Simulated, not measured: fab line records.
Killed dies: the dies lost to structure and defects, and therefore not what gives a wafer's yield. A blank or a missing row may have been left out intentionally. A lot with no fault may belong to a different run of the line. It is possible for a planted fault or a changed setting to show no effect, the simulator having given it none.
fab line records / flow sky130 / part 2 of 2: steps 44 to 44 of 44
[record] lots = 6 wafers = 18 last_day = 50
route steps=708 shown VIA2@522 METAL3@532 CAPM@537 PAD_OPEN@708
lots that met no fault: taken from a fault-free run of the same line
start_h: hours from the record's opening day to when the first of the lot's shown wafers began / wait_h: hours from the lot's prior step to this one / " as in the row above / L1.1+2: a row that stands for several wafers / - value missing, or start not given / * or withheld: withheld / < > ~ a bound
route shown NAME@n: a module of which the file shows steps, and the number in the route of the first / usual: mean/standard deviation of fault-free wafers / same: alike in all rows / chamber/n: place in a boat / sites: per-site readings / _std_site: how widely they spread, as a standard deviation / _edge_site: the outer-site mean with the inner-site mean subtracted / radius_mm: how far each site lies from the wafer's centre / mask NAME#n: copy n / behind: the tool/chamber that last shaped the wafer / hold: what put the lot on hold/how long, in hours/how the hold closed / device: which transistor (n, p or np) failed to switch / end of line: tests of these same wafers at the route's end / for a step that has no rows: nothing shown but its recipe / killed: count of dies lost to structure and defects at first sort (not the wafer's yield) / map: shows each die of a wafer: x if killed, . if not, _ if none is there
set.NAME: the setting the step ran with; set.NAME@STEP: the setting that earlier step ran with / model.NAME: the simulator's own value behind a step, which no gauge read
lots at some steps of the route; a table a step, a row a wafer
services: a tool's chamber out of use, with start hour (start_h, from the record's first day; less than 0 if before it), hours out, and reason
[[steps]]
[step SKY_PAD_OPEN_PROBE_99]
[usual] defect_limited_yield = 82.1/1.9 killed_at_M0_to_M3 = 44/6.6 killed_at_M4_up = 3.0/1.9 killed_at_contacts = 24/5.1 killed_at_front_end = 16/4.6 killed_at_other = 0.3/0.59 killed_dies = 88/9.5 killed_open = 48/6.7 killed_short = 40/6.1 sort_bin_3_pad_short = 0.9/0.43 sort_bin_5_function = 10.7/1.6 sort_bin_6_memory = 6.3/1.1 sort_n_pass = 404/9.5 sort_yield_pct = 82.1/1.9
[same] gross_dies = 492 killed_at_back_side = 0 sort_bin_4_leakage[%] = 0 sort_bin_8_speed[%] = 0
lot.wafer=L555.1 tool=prober-01 chamber=- start_h=1132.18 wait_h=0.1 defect_limited_yield[%]=83.5 killed_at_M0_to_M3=46 killed_at_M4_up=3 killed_at_contacts=18 killed_at_front_end=12 killed_at_other=2 killed_dies=81 killed_open=51 killed_short=30 sort_bin_3_pad_short[%]=0.4 sort_bin_5_function[%]=10.4 sort_bin_6_memory[%]=5.7 sort_n_pass=411 sort_yield_pct[%]=83.5 model.etest.met3.line_ohm_um=0.141 model.etest.met3.rs_ohm_sq=0.04136
lot.wafer=L555.4 tool=prober-01 chamber=- start_h=1132.33 wait_h=0.2 defect_limited_yield[%]=82.1 killed_at_M0_to_M3=47 killed_at_M4_up=3 killed_at_contacts=21 killed_at_front_end=16 killed_at_other=1 killed_dies=88 killed_open=44 killed_short=44 sort_bin_3_pad_short[%]=0.8 sort_bin_5_function[%]=11.6 sort_bin_6_memory[%]=5.5 sort_n_pass=404 sort_yield_pct[%]=82.1 model.etest.met3.line_ohm_um=0.1429 model.etest.met3.rs_ohm_sq=0.0427
lot.wafer=L555.5 tool=prober-01 chamber=- start_h=1132.38 wait_h=0.2 defect_limited_yield[%]=80.9 killed_at_M0_to_M3=52 killed_at_M4_up=1 killed_at_contacts=26 killed_at_front_end=15 killed_at_other=0 killed_dies=94 killed_open=60 killed_short=34 sort_bin_3_pad_short[%]=0.8 sort_bin_5_function[%]=10.8 sort_bin_6_memory[%]=7.5 sort_n_pass=398 sort_yield_pct[%]=80.9 model.etest.met3.line_ohm_um=0.1391 model.etest.met3.rs_ohm_sq=0.04267
lot.wafer=L556.1 tool=prober-02 chamber=- start_h=1133.78 wait_h=0.1 defect_limited_yield[%]=82.3 killed_at_M0_to_M3=46 killed_at_M4_up=3 killed_at_contacts=25 killed_at_front_end=13 killed_at_other=0 killed_dies=87 killed_open=45 killed_short=42 sort_bin_3_pad_short[%]=1.0 sort_bin_5_function[%]=11.2 sort_bin_6_memory[%]=5.5 sort_n_pass=405 sort_yield_pct[%]=82.3 model.etest.met3.line_ohm_um=0.1435 model.etest.met3.rs_ohm_sq=0.04266
lot.wafer=L556.4 tool=prober-02 chamber=- start_h=1133.93 wait_h=0.2 defect_limited_yield[%]=84.6 killed_at_M0_to_M3=42 killed_at_M4_up=0 killed_at_contacts=20 killed_at_front_end=14 killed_at_other=0 killed_dies=76 killed_open=40 killed_short=36 sort_bin_3_pad_short[%]=1.4 sort_bin_5_function[%]=9.1 sort_bin_6_memory[%]=4.9 sort_n_pass=416 sort_yield_pct[%]=84.6 model.etest.met3.line_ohm_um=0.1398 model.etest.met3.rs_ohm_sq=0.04259
lot.wafer=L556.5 tool=prober-02 chamber=- start_h=1133.98 wait_h=0.2 defect_limited_yield[%]=80.5 killed_at_M0_to_M3=43 killed_at_M4_up=5 killed_at_contacts=33 killed_at_front_end=15 killed_at_other=0 killed_dies=96 killed_open=56 killed_short=40 sort_bin_3_pad_short[%]=1.8 sort_bin_5_function[%]=9.6 sort_bin_6_memory[%]=8.1 sort_n_pass=396 sort_yield_pct[%]=80.5 model.etest.met3.line_ohm_um=0.1406 model.etest.met3.rs_ohm_sq=0.04291
lot.wafer=L558.1 tool=prober-01 chamber=- start_h=1139.74 wait_h=0.1 defect_limited_yield[%]=81.9 killed_at_M0_to_M3=47 killed_at_M4_up=4 killed_at_contacts=25 killed_at_front_end=13 killed_at_other=0 killed_dies=89 killed_open=51 killed_short=38 sort_bin_3_pad_short[%]=1.0 sort_bin_5_function[%]=10.2 sort_bin_6_memory[%]=6.9 sort_n_pass=403 sort_yield_pct[%]=81.9 model.etest.met3.line_ohm_um=0.1432 model.etest.met3.rs_ohm_sq=0.04268
lot.wafer=L558.5 tool=prober-01 chamber=- start_h=1139.94 wait_h=0.2 defect_limited_yield[%]=83.5 killed_at_M0_to_M3=45 killed_at_M4_up=2 killed_at_contacts=23 killed_at_front_end=11 killed_at_other=0 killed_dies=81 killed_open=38 killed_short=43 sort_bin_3_pad_short[%]=0.4 sort_bin_5_function[%]=8.7 sort_bin_6_memory[%]=7.3 sort_n_pass=411 sort_yield_pct[%]=83.5 model.etest.met3.line_ohm_um=0.1467 model.etest.met3.rs_ohm_sq=0.04295
lot.wafer=L558.6 tool=prober-01 chamber=- start_h=1139.99 wait_h=0.2 defect_limited_yield[%]=80.5 killed_at_M0_to_M3=46 killed_at_M4_up=4 killed_at_contacts=31 killed_at_front_end=15 killed_at_other=0 killed_dies=96 killed_open=47 killed_short=49 sort_bin_3_pad_short[%]=1.6 sort_bin_5_function[%]=10.4 sort_bin_6_memory[%]=7.5 sort_n_pass=396 sort_yield_pct[%]=80.5 model.etest.met3.line_ohm_um=0.1422 model.etest.met3.rs_ohm_sq=0.04274
lot.wafer=L561.1 tool=prober-01 chamber=- start_h=1155.15 wait_h=0.1 defect_limited_yield[%]=81.9 killed_at_M0_to_M3=38 killed_at_M4_up=10 killed_at_contacts=26 killed_at_front_end=15 killed_at_other=0 killed_dies=89 killed_open=40 killed_short=47 sort_bin_3_pad_short[%]=1.2 sort_bin_5_function[%]=12.0 sort_bin_6_memory[%]=4.9 sort_n_pass=403 sort_yield_pct[%]=81.9 model.etest.met3.line_ohm_um=0.1467 model.etest.met3.rs_ohm_sq=0.04299
lot.wafer=L561.2 tool=prober-01 chamber=- start_h=1155.20 wait_h=0.1 defect_limited_yield[%]=80.5 killed_at_M0_to_M3=49 killed_at_M4_up=3 killed_at_contacts=29 killed_at_front_end=15 killed_at_other=0 killed_dies=96 killed_open=55 killed_short=41 sort_bin_3_pad_short[%]=1.0 sort_bin_5_function[%]=12.6 sort_bin_6_memory[%]=5.9 sort_n_pass=396 sort_yield_pct[%]=80.5 model.etest.met3.line_ohm_um=0.1464 model.etest.met3.rs_ohm_sq=0.04326
lot.wafer=L561.4 tool=prober-01 chamber=- start_h=1155.30 wait_h=0.2 defect_limited_yield[%]=81.7 killed_at_M0_to_M3=49 killed_at_M4_up=3 killed_at_contacts=24 killed_at_front_end=13 killed_at_other=1 killed_dies=90 killed_open=39 killed_short=48 sort_bin_3_pad_short[%]=0.6 sort_bin_5_function[%]=10.4 sort_bin_6_memory[%]=7.3 sort_n_pass=402 sort_yield_pct[%]=81.7 model.etest.met3.line_ohm_um=0.1434 model.etest.met3.rs_ohm_sq=0.04309
lot.wafer=L572.1 tool=prober-02 chamber=- start_h=1201.64 wait_h=0.1 defect_limited_yield[%]=83.7 killed_at_M0_to_M3=44 killed_at_M4_up=2 killed_at_contacts=24 killed_at_front_end=10 killed_at_other=0 killed_dies=80 killed_open=43 killed_short=37 sort_bin_3_pad_short[%]=0.6 sort_bin_5_function[%]=11.4 sort_bin_6_memory[%]=4.3 sort_n_pass=412 sort_yield_pct[%]=83.7 model.etest.met3.line_ohm_um=0.1441 model.etest.met3.rs_ohm_sq=0.04188
lot.wafer=L572.3 tool=prober-02 chamber=- start_h=1201.74 wait_h=0.2 defect_limited_yield[%]=80.7 killed_at_M0_to_M3=53 killed_at_M4_up=0 killed_at_contacts=23 killed_at_front_end=18 killed_at_other=1 killed_dies=95 killed_open=53 killed_short=42 sort_bin_3_pad_short[%]=1.2 sort_bin_5_function[%]=11.0 sort_bin_6_memory[%]=7.1 sort_n_pass=397 sort_yield_pct[%]=80.7 model.etest.met3.line_ohm_um=0.1308 model.etest.met3.rs_ohm_sq=0.0403
lot.wafer=L572.4 tool=prober-02 chamber=- start_h=1201.79 wait_h=0.2 defect_limited_yield[%]=83.3 killed_at_M0_to_M3=50 killed_at_M4_up=0 killed_at_contacts=20 killed_at_front_end=11 killed_at_other=1 killed_dies=82 killed_open=47 killed_short=35 sort_bin_3_pad_short[%]=0.4 sort_bin_5_function[%]=8.9 sort_bin_6_memory[%]=7.3 sort_n_pass=410 sort_yield_pct[%]=83.3 model.etest.met3.line_ohm_um=0.1448 model.etest.met3.rs_ohm_sq=0.04221
lot.wafer=L571.1 tool=prober-02 chamber=- start_h=1205.80 wait_h=0.1 defect_limited_yield[%]=86.0 killed_at_M0_to_M3=26 killed_at_M4_up=5 killed_at_contacts=25 killed_at_front_end=13 killed_at_other=0 killed_dies=69 killed_open=38 killed_short=31 sort_bin_3_pad_short[%]=0.4 sort_bin_5_function[%]=9.8 sort_bin_6_memory[%]=3.9 sort_n_pass=423 sort_yield_pct[%]=86.0 model.etest.met3.line_ohm_um=0.1405 model.etest.met3.rs_ohm_sq=0.04265
lot.wafer=L571.3 tool=prober-02 chamber=- start_h=1205.90 wait_h=0.2 defect_limited_yield[%]=84.6 killed_at_M0_to_M3=34 killed_at_M4_up=0 killed_at_contacts=23 killed_at_front_end=19 killed_at_other=0 killed_dies=76 killed_open=40 killed_short=36 sort_bin_3_pad_short[%]=0.4 sort_bin_5_function[%]=11.0 sort_bin_6_memory[%]=4.1 sort_n_pass=416 sort_yield_pct[%]=84.6 model.etest.met3.line_ohm_um=0.1489 model.etest.met3.rs_ohm_sq=0.04303
lot.wafer=L571.5 tool=prober-02 chamber=- start_h=1206.00 wait_h=0.2 defect_limited_yield[%]=80.5 killed_at_M0_to_M3=47 killed_at_M4_up=5 killed_at_contacts=26 killed_at_front_end=17 killed_at_other=1 killed_dies=96 killed_open=56 killed_short=40 sort_bin_3_pad_short[%]=1.4 sort_bin_5_function[%]=11.8 sort_bin_6_memory[%]=6.3 sort_n_pass=396 sort_yield_pct[%]=80.5 model.etest.met3.line_ohm_um=0.1359 model.etest.met3.rs_ohm_sq=0.04123
// killed by level:class
L555.1 VIA1:geometric_particle:open=13 VIA3:geometric_particle:open=10 CONTACT:geometric_particle:open=7 LI_CONTACT:geometric_particle:open=7 VIA2:geometric_particle:open=5 METAL3:geometric_particle:short=5 FIELD_ISO:geometric_particle:short=4 VIA1:geometric_particle:short=4
L555.4 VIA1:geometric_particle:open=12 LI_CONTACT:geometric_particle:open=7 VIA1:geometric_particle:short=7 POLY_GATE:geometric_particle:open=5 LOCAL_INTERCONNECT:geometric_particle:short=5 CONTACT:geometric_particle:open=5 METAL1:geometric_particle:short=5 VIA2:geometric_particle:open=5
L555.5 VIA1:geometric_particle:open=13 VIA3:geometric_particle:open=11 LI_CONTACT:geometric_particle:open=10 VIA2:geometric_particle:open=9 CONTACT:geometric_particle:open=8 METAL2:geometric_particle:short=8 FIELD_ISO:geometric_particle:open=6 FIELD_ISO:geometric_particle:short=6
L556.1 CONTACT:geometric_particle:open=11 VIA1:geometric_particle:open=9 METAL1:geometric_particle:short=7 VIA3:geometric_particle:open=6 LI_CONTACT:geometric_particle:open=5 VIA1:geometric_particle:short=5 CONTACT:geometric_particle:short=4 LOCAL_INTERCONNECT:geometric_particle:short=4
L556.4 CONTACT:geometric_particle:open=10 VIA3:geometric_particle:open=8 VIA1:geometric_particle:short=8 VIA1:geometric_particle:open=6 FIELD_ISO:geometric_particle:short=4 POLY_GATE:geometric_particle:open=4 LI_CONTACT:geometric_particle:open=4 METAL1:geometric_particle:short=4
L556.5 CONTACT:geometric_particle:open=12 LI_CONTACT:geometric_particle:open=8 LOCAL_INTERCONNECT:geometric_particle:short=8 VIA1:geometric_particle:open=6 METAL2:geometric_particle:open=6 METAL2:geometric_particle:short=6 VIA2:geometric_particle:open=6 FIELD_ISO:geometric_particle:short=4
L558.1 VIA1:geometric_particle:open=11 CONTACT:geometric_particle:open=10 METAL1:geometric_particle:short=9 VIA3:geometric_particle:open=9 FIELD_ISO:geometric_particle:open=6 LI_CONTACT:geometric_particle:open=6 CONTACT:geometric_particle:short=6 VIA1:geometric_particle:short=4
L558.5 VIA1:geometric_particle:open=12 METAL2:geometric_particle:short=9 CONTACT:geometric_particle:short=8 METAL1:geometric_particle:short=7 CONTACT:geometric_particle:open=6 LI_CONTACT:geometric_particle:open=4 VIA2:geometric_particle:open=4 FIELD_ISO:geometric_particle:short=3
L558.6 LI_CONTACT:geometric_particle:open=10 VIA1:geometric_particle:open=9 CONTACT:geometric_particle:open=8 METAL2:geometric_particle:short=7 VIA2:geometric_particle:open=7 POLY_GATE:geometric_particle:short=6 LOCAL_INTERCONNECT:geometric_particle:short=6 VIA2:geometric_particle:short=5
L561.1 METAL1:geometric_particle:short=8 LI_CONTACT:geometric_particle:open=8 VIA1:geometric_particle:open=8 LOCAL_INTERCONNECT:geometric_particle:short=7 METAL4:geometric_particle:short=6 CONTACT:geometric_particle:open=6 METAL2:geometric_particle:short=6 FIELD_ISO:geometric_particle:short=5
L561.2 CONTACT:geometric_particle:open=10 VIA1:geometric_particle:open=10 VIA3:geometric_particle:open=9 LOCAL_INTERCONNECT:geometric_particle:short=7 METAL2:geometric_particle:short=7 VIA2:geometric_particle:open=7 LI_CONTACT:geometric_particle:open=6 VIA2:geometric_particle:short=5
L561.4 VIA1:geometric_particle:open=11 METAL1:geometric_particle:short=9 CONTACT:geometric_particle:open=8 VIA1:geometric_particle:short=8 METAL2:geometric_particle:short=6 LI_CONTACT:geometric_particle:open=5 LOCAL_INTERCONNECT:geometric_particle:short=4 CONTACT:geometric_particle:short=4
L572.1 VIA1:geometric_particle:open=10 VIA3:geometric_particle:open=8 VIA1:geometric_particle:short=7 METAL1:geometric_particle:short=6 LI_CONTACT:geometric_particle:short=6 VIA2:geometric_particle:open=6 CONTACT:geometric_particle:open=6 LI_CONTACT:geometric_particle:open=5
L572.3 VIA1:geometric_particle:open=17 METAL2:geometric_particle:short=7 FIELD_ISO:geometric_particle:short=6 LOCAL_INTERCONNECT:geometric_particle:short=6 CONTACT:geometric_particle:open=6 VIA3:geometric_particle:open=6 FIELD_ISO:geometric_particle:open=5 VIA2:geometric_particle:short=5
L572.4 VIA1:geometric_particle:open=12 CONTACT:geometric_particle:open=10 VIA2:geometric_particle:open=8 VIA3:geometric_particle:open=6 METAL1:geometric_particle:short=5 VIA3:geometric_particle:short=4 FIELD_ISO:geometric_particle:short=4 VIA1:geometric_particle:short=4
L571.1 CONTACT:geometric_particle:open=8 METAL2:geometric_particle:short=8 LI_CONTACT:geometric_particle:open=7 FIELD_ISO:geometric_particle:open=6 LI_CONTACT:geometric_particle:short=4 VIA3:geometric_particle:open=4 VIA2:geometric_particle:open=4 VIA3:geometric_particle:short=3
L571.3 VIA1:geometric_particle:open=11 CONTACT:geometric_particle:open=9 FIELD_ISO:geometric_particle:short=8 VIA1:geometric_particle:short=8 CONTACT:geometric_particle:short=6 SPACER:geometric_particle:open=4 LOCAL_INTERCONNECT:geometric_particle:short=4 METAL2:geometric_particle:short=4
L571.5 VIA1:geometric_particle:open=11 LI_CONTACT:geometric_particle:open=10 METAL1:geometric_particle:short=8 VIA3:geometric_particle:open=8 CONTACT:geometric_particle:short=5 CONTACT:geometric_particle:open=5 VIA2:geometric_particle:open=5 POLY_GATE:geometric_particle:open=4
[[services]]
tool=pvd_sputter-02 chamber=- start_h=890.29 hours=4.2 kind=repair
tool=pvd_sputter-01 chamber=- start_h=893.72 hours=3.4 kind=repair
tool=cvd_w-01 chamber=0 start_h=902.74 hours=6.5 kind=repair
tool=cvd_w-02 chamber=- start_h=904.00 hours=14.0 kind=pm
tool=plasma_asher-02 chamber=- start_h=933.20 hours=15.6 kind=pm
tool=cvd_w-02 chamber=0 start_h=947.39 hours=2.8 kind=repair
tool=pvd_sputter-01 chamber=- start_h=954.67 hours=3.9 kind=repair
tool=pvd_sputter-04 chamber=- start_h=956.47 hours=14.5 kind=repair
tool=plasma_asher-04 chamber=- start_h=958.88 hours=4.0 kind=repair
tool=pvd_sputter-01 chamber=1 start_h=968.37 hours=- kind=consumable_replace:kit
tool=pvd_sputter-01 chamber=1 start_h=968.37 hours=18.0 kind=scheduled_down
tool=pvd_sputter-01 chamber=1 start_h=968.37 hours=18.0 kind=vent_cycle
tool=plasma_asher-02 chamber=- start_h=968.65 hours=14.6 kind=pm
tool=pvd_sputter-04 chamber=2 start_h=994.05 hours=- kind=consumable_replace:kit
tool=pvd_sputter-04 chamber=- start_h=998.50 hours=20.5 kind=repair
tool=pvd_sputter-01 chamber=- start_h=1003.75 hours=2.3 kind=repair
tool=pvd_sputter-02 chamber=- start_h=1006.70 hours=2.7 kind=repair
tool=rie_metal-01 chamber=- start_h=1013.49 hours=0.2 kind=repair
tool=rie_metal-04 chamber=1 start_h=1015.53 hours=2.3 kind=repair
tool=rie_metal-01 chamber=1 start_h=1042.50 hours=7.6 kind=repair
tool=plasma_asher-02 chamber=- start_h=1046.09 hours=2.5 kind=repair
tool=plasma_asher-04 chamber=- start_h=1053.68 hours=0.5 kind=repair
tool=plasma_asher-02 chamber=- start_h=1055.33 hours=9.0 kind=pm
tool=cvd_w-02 chamber=- start_h=1061.46 hours=0.7 kind=repair
[[key]]
[first_sign] step = SKY_METAL3_SPUTTER_02 reading = chamber_pressure_pa direction = down sigmas = 99+ usual = 0.4001 struck = 0.2966
[effect] step = SKY_METAL3_SPUTTER_02 reading = throttle_valve_pct direction = up sigmas = 4 usual = 30.0 struck = 33.4
[effect] step = SKY_METAL3_METAL_ETCH_18 reading = oes_product_au direction = up sigmas = 3.1 usual = 0.867 struck = 0.887
[model_effect] step = SKY_METAL3_SPUTTER_02 value = AlCu_of_METAL3_SPUTTER_02.thk_nm without = 730.3 struck = 772
[model_effect] step = SKY_PAD_OPEN_PROBE_99 value = etest.met3.line_ohm_um without = 0.141 struck = 0.1333
met_at SKY_METAL3_SPUTTER_02
struck_wafers L571.5,L572.3
onset_between 945.14 1011.92
[fault] kind = process_parameter_drift tool = pvd_sputter-01 chamber = - onset_h = 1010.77 steps = SKY_METAL3_SPUTTER_02 channel = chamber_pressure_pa offset = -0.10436 shape = step end_h = 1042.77 acts_in = these_recipes_only stated = 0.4 scope = struck_wafers_only
